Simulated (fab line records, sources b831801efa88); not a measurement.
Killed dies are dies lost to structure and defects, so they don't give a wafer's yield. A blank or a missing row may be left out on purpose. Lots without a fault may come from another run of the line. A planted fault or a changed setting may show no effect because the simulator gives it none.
fab line records | flow sky130
record lots=6 wafers=18 last_day=50
route steps=708 shown SD_P@326 RES_XHIGH@332 SD_N@342
lots that met no fault: from a run of the same line without faults
start_h: hours from the record's first day to the start of the lot's first wafer shown | wait_h: hours since the lot's step before | " the same as in the row above | L1.1+2: a row that stands for several wafers | - no value, or no start given | * or withheld: withheld | < > ~ a bound
route shown NAME@n: a module of which the file shows steps, and the number in the route of the first | usual: mean/standard deviation of fault-free wafers | same: alike in all rows | chamber/n: place in a boat | sites: the reading at each site | _std_site: their standard deviation | _edge_site: outer sites' mean less inner sites' | radius_mm: how far each site lies from the wafer's centre | mask NAME#n: copy n | behind: the tool/chamber that last shaped the wafer | hold: why the lot was held/for how many hours/how that ended | device: the transistor (n, p or np) that didn't switch | end of line: the same wafers' tests at the end of the route | a step without rows: its recipe alone | killed: dies lost to structure and defects at the first sort, not the wafer's yield | map: a wafer's dies, x killed, . not, _ none there
set.NAME: the setting as run; set.NAME@STEP: as run at that earlier step | model.NAME: the simulator's own value behind a step, which no gauge read
lots at some steps of the route; a table a step, a row a wafer
services: from which hour (start_h, from the record's first day; less than 0 if before it) a tool's chamber was out of use, for how many hours, and why
## steps
# step SKY_SD_P_DEVELOP_06
# recipe resist=NOVOLAK developer=TMAH develop_time_s=60 dev_temp_c=23
# step SKY_SD_P_CD_MEAS_07
# recipe target_cd_nm=380
# usual cd_nm=380.2/2.8
# columns lot.wafer tool chamber start_h wait_h cd_nm
L215.1 cd_sem-02 - 587.54 0.1 384.5
L215.2 " - " " 382.6
L215.3 " - " " 384.5
L216.1 cd_sem-01 - 616.02 0.1 373.5
L216.2 " - " " 374.2
L216.4 " - " " 375.3
L217.2 cd_sem-02 - 616.34 0.1 380.5
L217.5 " - " " 381.0
L217.6 " - " " 379.6
L230.1 cd_sem-01 - 724.96 0.1 386.2
L230.2 " - " " 384.4
L230.4 " - " " 384.6
L231.2 cd_sem-01 - 731.81 0.1 379.3
L231.4 " - " " 380.9
L231.5 " - " " 382.5
L237.1 cd_sem-01 - 789.57 0.1 379.9
L237.3 " - " " 378.1
L237.6 " - " " 378.4
# step SKY_SD_P_OVL_MEAS_08
# usual SD_P_OVL=0.3/1.6
# columns lot.wafer tool chamber start_h wait_h SD_P_OVL[nm]
L215.1 overlay-02 - 587.66 0.1 -2.4
L215.2 " - " " -2.5
L215.3 " - " " -0.6
L216.1 overlay-02 - 616.14 0.1 0.8
L216.2 " - " " 2.5
L216.4 " - " " 0.0
L217.2 overlay-02 - 616.44 0.1 0.4
L217.5 " - " " 1.4
L217.6 " - " " 1.1
L230.1 overlay-02 - 725.08 0.1 0.1
L230.2 " - " " 1.2
L230.4 " - " " 0.3
L231.2 overlay-02 - 731.92 0.1 -0.1
L231.4 " - " " -0.3
L231.5 " - " " -1.1
L237.1 overlay-01 - 789.69 0.1 -1.7
L237.3 " - " " -0.2
L237.6 " - " " 0.2
# step SKY_SD_P_IMPLANT_09
# recipe species=BF2 energy_kev=20 dose_cm2=3e+15 tilt_deg=0
# step SKY_SD_P_STRIP_10
# recipe chemistry=O2/N2 power_w=1400 pressure_mtorr=1500 platen_temp_c=withheld o2_flow_sccm=3000 n2_flow_sccm=300 overash_fraction=0.5
# usual chamber_pressure_mTorr=1499.9/1.4 drypump_motor_current_A=5.68/0.29 oes_product_au=0.617/0.0045 strip_time_to_endpoint_s=17.49/0.042
# columns lot.wafer tool chamber start_h wait_h chamber_pressure_mTorr drypump_motor_current_A oes_product_au rf_hours_counter_h strip_time_to_endpoint_s
L215.1 plasma_asher-03 1 587.85 0.1 1500.8 5.67 0.620 72 17.48
L215.2 " 0 " " 1499.2 5.68 0.618 72 17.51
L215.3 " 1 " " 1501.4 5.67 0.619 - 17.53
L216.1 plasma_asher-04 1 616.32 0.1 1499.1 5.51 0.617 50 17.46
L216.2 " 0 " " 1498.8 5.84 0.618 50 17.47
L216.4 " 0 " " 1497.0 5.87 0.618 - 17.45
L217.2 plasma_asher-02 1 616.62 0.1 1499.8 6.12 0.607 95 17.51
L217.5 " 0 " " 1500.9 5.23 0.617 - 17.53
L217.6 " 1 " " 1498.7 6.13 0.619 - 17.54
L230.1 plasma_asher-03 0 725.27 0.1 1501.4 5.69 0.617 85 17.46
L230.2 " 1 " " 1499.5 5.68 0.622 85 17.51
L230.4 " 1 " " 1498.6 5.65 0.613 - 17.51
L231.2 plasma_asher-03 1 732.10 0.1 1499.1 5.66 0.612 85 17.54
L231.4 " 1 " " 1497.6 5.67 0.626 - 17.51
L231.5 " 1 " " 1498.0 5.69 0.621 - 17.55
L237.1 plasma_asher-02 1 789.87 0.1 1499.1 6.10 0.625 4 17.43
L237.3 " 0 " " 1500.0 5.25 0.612 - 17.46
L237.6 " 0 " " 1502.2 5.24 0.610 - 17.45
# step SKY_SD_P_TW_MEAS_11
# usual SD_P_TW=2853/34
# columns lot.wafer tool chamber start_h wait_h SD_P_TW
L215.1 film_metro-04 - 587.95 0.1 2897
L215.2 " - " " 2909
L215.3 " - " " 2873
L216.1 film_metro-02 - 616.42 0.1 2835
L216.2 " - " " 2819
L216.4 " - " " 2823
L217.2 film_metro-04 - 616.73 0.1 2884
L217.5 " - " " 2886
L217.6 " - " " 2898
L230.1 film_metro-02 - 725.37 0.1 2800
L230.2 " - " " 2823
L230.4 " - " " 2794
L231.2 film_metro-03 - 732.21 0.1 2825
L231.4 " - " " 2836
L231.5 " - " " 2834
L237.1 film_metro-04 - 789.97 0.1 2892
L237.3 " - " " 2896
L237.6 " - " " 2877
# step SKY_RES_XHIGH_DEHYDRATE_00
# recipe temp_c=200 time_s=60
# step SKY_RES_XHIGH_HMDS_01
# recipe prime_time_s=60 prime_temp_c=120
# step SKY_RES_XHIGH_COAT_02
# recipe resist=NOVOLAK spin_rpm=3000 resist_thk_nm=1140
# step SKY_RES_XHIGH_SOFTBAKE_03
# recipe temp_c=90 time_s=60 resist=NOVOLAK
# step SKY_RES_XHIGH_EXPOSE_04
# recipe mask_id=URPM na=0.6 source_shape=conventional sigma_outer=0.6 polarization=unpolarized target_cd_nm=1270 dose_mj=140
# step SKY_RES_XHIGH_PEB_05
# recipe temp_c=withheld time_s=* resist=NOVOLAK
# step SKY_RES_XHIGH_DEVELOP_06
# recipe resist=NOVOLAK developer=TMAH develop_time_s=60 dev_temp_c=23
# usual chill_plate_temp_C=22.98/0.097 develop_time_s=60/0
# columns lot.wafer tool chamber start_h wait_h chill_plate_temp_C develop_time_s
L215.1 litho_track-01 0 616.77 0.1 23.01 60
L215.2 " 0 " " 22.96 60
L215.3 " 0 " " 22.95 60
L216.1 litho_track-02 0 644.72 0.1 23.08 60
L216.2 " 0 " " 22.95 60
L216.4 " 0 " " 23.01 60
L217.2 litho_track-04 0 645.18 0.1 23.01 60
L217.5 " 0 " " 23.05 60
L217.6 " 0 " " 22.98 60
L230.1 litho_track-01 - 753.62 0.1 - -
L230.2 " - " " - -
L230.4 " - " " - -
L231.2 litho_track-02 - 758.95 0.1 - -
L231.4 " - " " - -
L231.5 " - " " - -
L237.1 litho_track-01 0 815.57 0.1 23.03 60
L237.3 " 0 " " 22.91 60
L237.6 " 0 " " 23.03 60
# step SKY_RES_XHIGH_IMPLANT_07
# recipe species=BF2 energy_kev=20 dose_cm2=3.631e+14 tilt_deg=0
# step SKY_RES_XHIGH_STRIP_08
# recipe chemistry=O2/N2 power_w=1400 pressure_mtorr=1500 platen_temp_c=withheld o2_flow_sccm=3000 n2_flow_sccm=300 overash_fraction=0.5
# usual chamber_pressure_mTorr=1500.1/1.2 drypump_motor_current_A=5.9/0.42 oes_product_au=0.710/0.0046 strip_time_to_endpoint_s=14.28/0.035
# columns lot.wafer tool chamber start_h wait_h chamber_pressure_mTorr drypump_motor_current_A oes_product_au rf_hours_counter_h strip_time_to_endpoint_s
L215.1 plasma_asher-01 0 617.07 0.1 1499.6 6.5 0.710 17 14.22
L215.2 " 1 " " 1500.6 6.0 0.715 17 14.21
L215.3 " 1 " " 1501.2 6.0 0.710 - 14.22
L216.1 plasma_asher-01 1 645.02 0.1 1499.1 6.0 0.700 19 14.30
L216.2 " 0 " " 1498.3 6.5 0.715 19 14.29
L216.4 " 0 " " 1500.6 6.5 0.706 - 14.28
L217.2 plasma_asher-02 1 645.46 0.1 1502.3 6.1 0.705 98 14.24
L217.5 " 0 " " 1499.2 5.2 0.706 - 14.30
L217.6 " 1 " " 1501.0 6.2 0.719 - 14.30
L230.1 plasma_asher-01 1 753.92 0.1 1500.7 6.0 0.707 31 14.30
L230.2 " 0 " " 1500.2 6.5 0.711 31 14.29
L230.4 " 1 " " 1501.6 6.0 0.712 - 14.30
L231.2 plasma_asher-03 1 759.22 0.1 1498.8 5.7 0.699 88 14.23
L231.4 " 1 " " 1498.6 5.7 0.718 - 14.28
L231.5 " 1 " " 1501.3 5.7 0.714 - 14.27
L237.1 plasma_asher-02 0 815.87 0.1 1499.8 5.3 0.702 9 14.25
L237.3 " 1 " " 1498.7 6.1 0.708 - 14.24
L237.6 " 0 " " 1502.1 5.3 0.709 - 14.22
# step SKY_RES_XHIGH_TW_MEAS_09
# usual RES_XHIGH_TW=1661/24
# columns lot.wafer tool chamber start_h wait_h RES_XHIGH_TW
L215.1 film_metro-04 - 617.17 0.1 1686
L215.2 " - " " 1680
L215.3 " - " " 1685
L216.1 film_metro-03 - 645.12 0.1 1641
L216.2 " - " " 1643
L216.4 " - " " 1644
L217.2 film_metro-02 - 645.57 0.1 1616
L217.5 " - " " 1624
L217.6 " - " " 1617
L230.1 film_metro-03 - 754.02 0.1 30
L230.2 " - " " 30
L230.4 " - " " 30
L231.2 film_metro-04 - 759.33 0.1 31
L231.4 " - " " 31
L231.5 " - " " 31
L237.1 film_metro-04 - 815.97 0.1 1681
L237.3 " - " " 1675
L237.6 " - " " 1691
# step SKY_SD_N_DEHYDRATE_00
# recipe temp_c=200 time_s=60
## services
# columns tool chamber start_h hours kind
plasma_asher-02 - 733.75 9.0 pm
plasma_asher-02 0 733.75 9.0 vent_cycle
plasma_asher-02 1 733.75 9.0 vent_cycle
plasma_asher-02 0 742.75 - clean
plasma_asher-02 1 742.75 - clean
plasma_asher-03 - 751.39 2.1 repair
plasma_asher-03 - 781.30 2.8 pm
plasma_asher-03 - 789.63 17.3 repair
plasma_asher-01 - 791.39 28.3 pm
## key
first_sign step=SKY_RES_XHIGH_DEVELOP_06 reading=tool_record direction=missing
effect step=SKY_RES_XHIGH_TW_MEAS_09 reading=RES_XHIGH_TW direction=down sigmas=69 usual=1661 struck=30
met_at SKY_RES_XHIGH_DEVELOP_06
struck_wafers L230.1,L230.2,L230.4,L231.2,L231.4,L231.5
sort_left_out L230.1,L230.2,L230.4,L231.2,L231.4,L231.5
tester_left_out L230,L231
onset_between 644.72 753.62
fault kind=skipped_step_whole tool=litho_track-01,litho_track-02 chamber=- onset_h=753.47 steps=SKY_RES_XHIGH_DEVELOP_06 scope=struck_lots_only
# tester_left_out: of these lots the tester's yield and bins aren't shown, on N5 and GAA mostly nor the transistor test; their killed dies are dies lost to structure and defects alone, not to doping, threshold or leakage, so they don't give the yield
# sort_left_out: the simulated sort isn't trusted on such a fault, so these wafers' sort isn't shown, and their yield isn't known
